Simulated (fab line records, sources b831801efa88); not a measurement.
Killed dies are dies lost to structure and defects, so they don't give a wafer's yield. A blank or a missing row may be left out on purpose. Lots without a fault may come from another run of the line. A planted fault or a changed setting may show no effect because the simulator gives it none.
Which tool did it? | flow gf180mcu | 13 lots, 39 wafers sampled, at 1 step of a route of 602

WHAT THE GAUGES READ, wafer by wafer
GF_V4_OVL_MEAS_15. Usual: V4_OVL 0 nm, standard deviation 5.7.
lot  | measured     | on         | V4_OVL (nm) | flag
L268 | day 24 12:09 | overlay-02 | 9 9 10      |
L269 | day 24 20:26 | overlay-02 | 0 -2 4      |
L271 | day 25 13:35 | overlay-02 | 0 2 -2      |
L274 | day 26 13:06 | overlay-02 | 0 -1 -2     |
L280 | day 28 20:03 | overlay-01 | -8 5 -3     |
L281 | day 29 01:09 | overlay-02 | -2 0 0      |
L282 | day 29 06:38 | overlay-02 | 6 -2 3      |
L283 | day 29 13:48 | overlay-02 | 2 -2 0      |
L284 | day 29 18:13 | overlay-01 | -2 -6 -5    |
L285 | day 30 02:44 | overlay-02 | 6 1 6       |
L286 | day 30 12:47 | overlay-01 | 1 -4 -4     |
L287 | day 30 13:30 | overlay-02 | -1 4 2      |
L290 | day 31 13:27 | overlay-02 | -8 4 -4     |

WHICH TOOL RAN EACH LOT (tool, then ch and the chambers of the sampled wafers, then the start)
The record holds no process step before these readings.

WHAT THE TOOLS THEMSELVES READ (means of the sampled wafers that have a number; where no wafer has one, the mark that the record gives instead)
The record holds no such reading with a usual standard deviation.

THE ANSWER, worked out from the rows above alone
Rule: a lot is off if the mean of its wafers that have a number lies more than 3 standard deviations from the usual mean. A lot without any number at a reading at which 4 lots or more have one is off too. The other lots that the step has rows for count as sound. The gauges are gone through in route order, then the tools' own readings, and for those a lot's mean is taken as printed above. The first step at which some lot is off is used, and at that step the reading that is off furthest; a lot without a number counts as furthest.
No lot is off at any reading shown: from this, nothing can be told.

WHAT THE SIMULATOR HAD PUT IN
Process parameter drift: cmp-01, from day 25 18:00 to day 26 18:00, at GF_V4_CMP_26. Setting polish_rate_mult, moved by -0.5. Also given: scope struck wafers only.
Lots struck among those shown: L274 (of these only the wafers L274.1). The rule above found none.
